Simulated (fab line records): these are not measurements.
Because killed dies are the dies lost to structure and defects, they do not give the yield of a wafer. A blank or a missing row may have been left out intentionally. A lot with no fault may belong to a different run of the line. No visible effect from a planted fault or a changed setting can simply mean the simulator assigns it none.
A struck lot beside a sound one / flow gf180mcu / 14 out of 602 route steps
Sound: wafers L601.1, L601.2, L601.4. The struck wafers were L599.1, L599.2, L599.5. At the end, the cause is stated.
At each step with rows: each side's tool, then ch and its chambers, then its first start. Under that, the readings that differ: sound wafers / struck wafers / difference of the means / sigmas: that difference in standard deviations of wafers without a fault.
alike: readings with means less than 2 such deviations apart, plus words and numbers identical on both sides. not compared: withheld readings, readings lacking a value on some wafer, bounds such as >300 that could conceal the same value, and numbers that have no deviation in the record and whose values overlap.
The two part at a step that has a row with sigmas, a row that says differs or no value, or rows on one side only. Numbers that don't overlap but have no deviation are shown without sigmas and don't part them. A reading missing from all wafers of one side parts the sides only when that side holds two or more wafers.

first, 1 step without rows for these wafers: GF_PSD_CLEAN_12 (cleans in SC1/SC2, time 150 s).
GF_PSD_RTA_13: time 20 s.
  sound on rtp anneal-01 ch 0, day 18 00:41; struck on rtp anneal-01 ch 0, day 17 02:28
  alike: lamp power pct, wafer_temp_C_max
GF_PSD_RS_MEAS_14: measurement is done with a four-point probe.
  struck on film metro-03, day 17 02:33; sound on film metro-02, day 18 00:46
  alike: NSD_RS
GF_PSD_RS_MEAS_15: measurement is done with a four-point probe.
  struck on film metro-03, day 17 02:40; sound on film metro-02, day 18 00:53
  alike: PSD_RS
GF_SAB_CVD_00: deposits SiO2 from TEOS, target thk 50 nm, time 4.9302 s.
  sound on pecvd-04 ch 0,1, day 18 01:00; struck on pecvd-04 ch 0,2, day 17 02:47
  alike: heater power w
GF_SAB_THK_MEAS_01:
  struck on film metro-03, day 17 02:49; sound on film metro-03, day 18 01:01
  alike: SAB_CVD_00_THK
then, 6 steps without rows for these wafers: GF_SAB_DEHYDRATE_02 (time 60 s); GF_SAB_HMDS_03 (prime time 60 s); GF_SAB_COAT_04 (resist thk 1000 nm); GF_SAB_SOFTBAKE_05 (time 60 s); GF_SAB_EXPOSE_06 (exposes mask SAB, target cd 420 nm); GF_SAB_PEB_07.
GF_SAB_DEVELOP_08: develop time 60 s.
  sound on litho track-04 ch 0, day 19 00:06; struck on litho track-02, day 18 00:35
  no value came back on the struck wafers for chill plate temp C (C), develop time s (s); on the sound wafers chill plate temp C (C) reads 22.97 22.95 22.94
GF_SAB_CD_MEAS_09: target cd 420 nm.
  struck on cd sem-02, day 18 00:44; sound on cd sem-02, day 19 00:15
reading=cd nm (nm); sound=420.6 420.8 421.8; struck=- - -; difference=no value on the struck wafers; sigmas=

WHERE THEY PART
Earliest at GF_SAB_DEVELOP_08; latest, in this record, at GF_SAB_CD_MEAS_09.

WHY: whatever the simulator had introduced
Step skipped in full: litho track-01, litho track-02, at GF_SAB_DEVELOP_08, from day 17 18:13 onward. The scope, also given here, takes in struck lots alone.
